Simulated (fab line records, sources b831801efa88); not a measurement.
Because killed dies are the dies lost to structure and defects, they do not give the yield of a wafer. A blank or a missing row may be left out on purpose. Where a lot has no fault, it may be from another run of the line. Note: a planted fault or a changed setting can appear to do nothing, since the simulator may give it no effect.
Chamber matching | flow sky130 | pecvd-02 running SKY_CONTACT_CVD_00: 3 sister chambers
The step deposits Si3N4, target thk 75 nm. 22 wafers are shown with their chamber, then 11 later ones without.

== WAFERS PAIRED WITH THEIR CHAMBERS ==
wafer  | chamber | heaterPowerW (W) | rfFwdPowerW (W)
L075.3 | 0       | 815              | 443.0
L075.4 | 1       | 798              | 444.6
L075.5 | 2       | 960              | 441.9
L077.1 | 0       | 666              | 445.4
L077.2 | 1       | 813              | 447.0
L077.4 | 2       | 836              | 441.0
L078.1 | 0       | 730              | 444.8
L078.5 | 0       | 731              | 446.3
L078.6 | 1       | 741              | 447.9
L079.2 | 0       | 694              | 446.1
L079.3 | 1       | 761              | 448.4
L079.4 | 0       | 707              | 446.2
L084.1 | 1       | 762              | 444.8
L084.3 | 0       | 823              | 444.3
L084.4 | 2       | 932              | 439.7
L085.2 | 1       | 828              | 446.6
L085.4 | 1       | 808              | 445.8
L085.5 | 0       | 787              | 443.8
L086.1 | 2       | 953              | 444.6
L086.3 | 1       | 820              | 448.6
L086.4 | 1       | 813              | 449.4
L089.4 | 1       | 845              | 443.2

SIGNATURES, as means of the wafers listed above
reading      | chamber 0 | chamber 1 | chamber 2 | scatter within a chamber
heaterPowerW | 744.12    | 798.90    | 920.25    | 47.8
rfFwdPowerW  | 444.988   | 446.630   | 441.800   | 1.77
Rule: a wafer's distance from a chamber is the root of the sum, over the readings, of the square of ((its reading less the chamber's mean) divided by the reading's scatter). The wafer belongs to the nearest chamber; if the next one is less than 2 further off, it can't be placed. The scatter is the square root of a quotient: the sum, over the shown wafers, of each reading's squared deviation from its chamber's mean, divided by wafers minus chambers.

== WAFERS WHOSE CHAMBER IS MISSING ==
wafer  | heaterPowerW (W) | rfFwdPowerW (W)
L089.5 | 918              | 443.3
L089.6 | 687              | 447.4
L091.4 | 950              | 443.5
L091.5 | 797              | 447.5
L091.6 | 838              | 445.4
L094.1 | 932              | 442.7
L094.2 | 745              | 447.3
L094.5 | 943              | 442.5
L096.3 | 755              | 445.2
L096.4 | 753              | 445.9
L096.5 | 848              | 441.4

== CHAMBER TAKEN BY EACH ==
wafer  | from the rows above          | in truth
L089.5 | 2                            | 2
L089.6 | can't be placed: 0 or 1      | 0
L091.4 | 2                            | 2
L091.5 | can't be placed: 1 or 0      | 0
L091.6 | can't be placed: 1 or 0 or 2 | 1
L094.1 | 2                            | 2
L094.2 | can't be placed: 1 or 0      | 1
L094.5 | 2                            | 2
L096.3 | can't be placed: 0 or 1      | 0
L096.4 | can't be placed: 0 or 1      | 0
L096.5 | can't be placed: 2 or 0 or 1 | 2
Correctly placed: 4 of 11. These rows do not allow placing 7 (true chamber among the candidates in 7). Wrongly placed: 0.
